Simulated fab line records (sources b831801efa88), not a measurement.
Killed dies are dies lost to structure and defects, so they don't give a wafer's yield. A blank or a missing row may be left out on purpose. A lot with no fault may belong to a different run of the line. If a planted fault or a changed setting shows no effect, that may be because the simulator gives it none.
Comparing a struck lot with a sound one / flow sky130 / 21 steps out of a route of 708
Sound: these wafers, L546.1, L546.3, L546.5. Struck: wafers L535.2, L535.4, L535.6. At the end, the cause is stated.
For every step that has rows: the tool of each side, followed by ch and its chambers, followed by its first start. Under that, the readings that differ: sound wafers / struck wafers / difference of the means / sigmas: that difference in standard deviations of wafers without a fault.
alike: words and numbers the same on both sides, and readings whose means are apart by under 2 such deviations; not compared: readings that were withheld, readings missing a value for some wafer, numbers with overlapping values and no deviation given by the record, and bounds like >300 which may hide the same value.
The two part at a step that has a row with sigmas, a row that says differs or no value, or rows on one side only. Non-overlapping numbers with no deviation appear without sigmas and do not part them. A reading missing from all wafers of one side parts the sides only when that side holds two or more wafers.

first, 1 step without rows for these wafers: SKY_RES_XHIGH_IMPLANT_07.
SKY_RES_XHIGH_STRIP_08: strips in O2/N2.
  sound on plasmaAsher-03 ch 0,1, day 32 23:05; struck on plasmaAsher-02 ch 0,1, day 29 00:02
  alike: drypumpMotorCurrentA, oesProductAu, stripTimeToEndpointS
  not compared: rfHoursCounterH
SKY_RES_XHIGH_TW_MEAS_09:
  sound: filmMetro-03 at day 32 23:11; struck: filmMetro-03 at day 29 00:09
  alike: RES_XHIGH_TW
then, 7 steps without rows for these wafers: SKY_SD_N_DEHYDRATE_00 (time 60 s); SKY_SD_N_HMDS_01 (prime time 60 s); SKY_SD_N_COAT_02 (resist thk 1140 nm); SKY_SD_N_SOFTBAKE_03 (time 60 s); SKY_SD_N_EXPOSE_04 (exposes mask NSDM, target cd 380 nm); SKY_SD_N_PEB_05; SKY_SD_N_DEVELOP_06 (develop time 60 s).
SKY_SD_N_CD_MEAS_07: target cd 380 nm.
  sound: cdSem-02 at day 34 02:11; struck: cdSem-02 at day 30 04:00
  alike: cdNm
SKY_SD_N_OVL_MEAS_08:
  sound: overlay-02 at day 34 02:18; struck: overlay-01 at day 30 04:07
  alike: SD_N_OVL
SKY_SD_N_IMPLANT_09:
  sound on implanter-04 ch 0, day 34 02:20; struck on implanter-04 ch 0, day 30 04:10
reading=doseIonsCm2; sound=4.003e+15 4.006e+15 4.003e+15; struck=3.504e+15 3.501e+15 3.502e+15; difference=-5.017e+14; sigmas=-99 or more
  alike: beamEnergyKeV, beamOnS
then, 1 step without rows for these wafers: SKY_SD_N_IMPLANT_10.
SKY_SD_N_STRIP_11: strips in O2/N2.
  sound on plasmaAsher-01 ch 0,1, day 34 02:38; struck on plasmaAsher-01 ch 0,1, day 30 04:26
reading=oesProductAu (a.u.); sound=0.534 0.520 0.529; struck=0.535 0.538 0.538; difference=+0.009; sigmas=+2
reading=stripTimeToEndpointS (s); sound=22.51 22.50 22.56; struck=22.09 22.04 22.07; difference=-0.46; sigmas=-12
  alike: drypumpMotorCurrentA
  not compared: rfHoursCounterH
SKY_SD_N_TW_MEAS_12:
  sound: filmMetro-03 at day 34 02:44; struck: filmMetro-03 at day 30 04:33
  alike: SD_N_TW
then, 1 step without rows for these wafers: SKY_SD_N_CLEAN_13 (cleans in SC1/SC2, time 150 s).
SKY_SD_N_RTA_14: time 2 s.
  sound on rtpAnneal-01 ch 0, day 34 02:51; struck on rtpAnneal-02 ch 0, day 30 04:40
  alike: annealTempCMax, lampPowerPct, wafer_temp_C_max
SKY_SD_N_RS_MEAS_16: measures by four-point-probe.
  sound: filmMetro-03 at day 34 03:01; struck: filmMetro-03 at day 30 05:12
reading=SD_N_RS (ohm/sq); sound=68.74 68.64 68.58; struck=69.84 69.65 69.90; difference=+1.14; sigmas=+10
  not compared: hold
SKY_SD_N_RS_MEAS_17: measures by four-point-probe.
  sound: filmMetro-03 at day 34 03:08; struck: filmMetro-03 at day 30 07:22
reading=hold; sound=- - -; struck=awaitDispo/2.0h/release awaitDispo/2.0h/release awaitDispo/2.0h/release; difference=no value on the sound wafers; sigmas=
  alike: SD_P_RS
-- here the record skips 17 days between the struck wafers' starts before and after, leaving off in module SD_N and picking up in module PAD_OPEN (first step shown: number 708 of the route) --
SKY_PAD_OPEN_PROBE_99:
  sound: prober-01 at day 50 05:18; struck: prober-02 at day 47 12:23
reading=killedShort; sound=25 37 32; struck=59 43 46; difference=+18; sigmas=+3
reading=model.etest.resNdiff.lineOhmUm; sound=753.1 748.2 760; struck=768.2 785.9 763; difference=+18.6; sigmas=
reading=model.etest.resNdiffHv.rsOhmSq; sound=113 114.1 113.8; struck=117.3 117.4 117.4; difference=+3.7; sigmas=
reading=model.etest.resNdiff.rsOhmSq; sound=119.4 119.3 119.9; struck=123.5 124.1 123.3; difference=+4.1; sigmas=
  alike: killed_at_M0_to_M3, killed_at_M4_up, killedAtContacts, killedAtFrontEnd, killedAtOther, killedDies, killedOpen

== WHERE THEY PART ==
First at SKY_SD_N_IMPLANT_09; last, within this record, at SKY_PAD_OPEN_PROBE_99.

WHY: what the simulator had put in
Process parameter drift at SKY_SD_N_IMPLANT_09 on implanter-04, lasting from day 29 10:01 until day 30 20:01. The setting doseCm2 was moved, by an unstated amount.
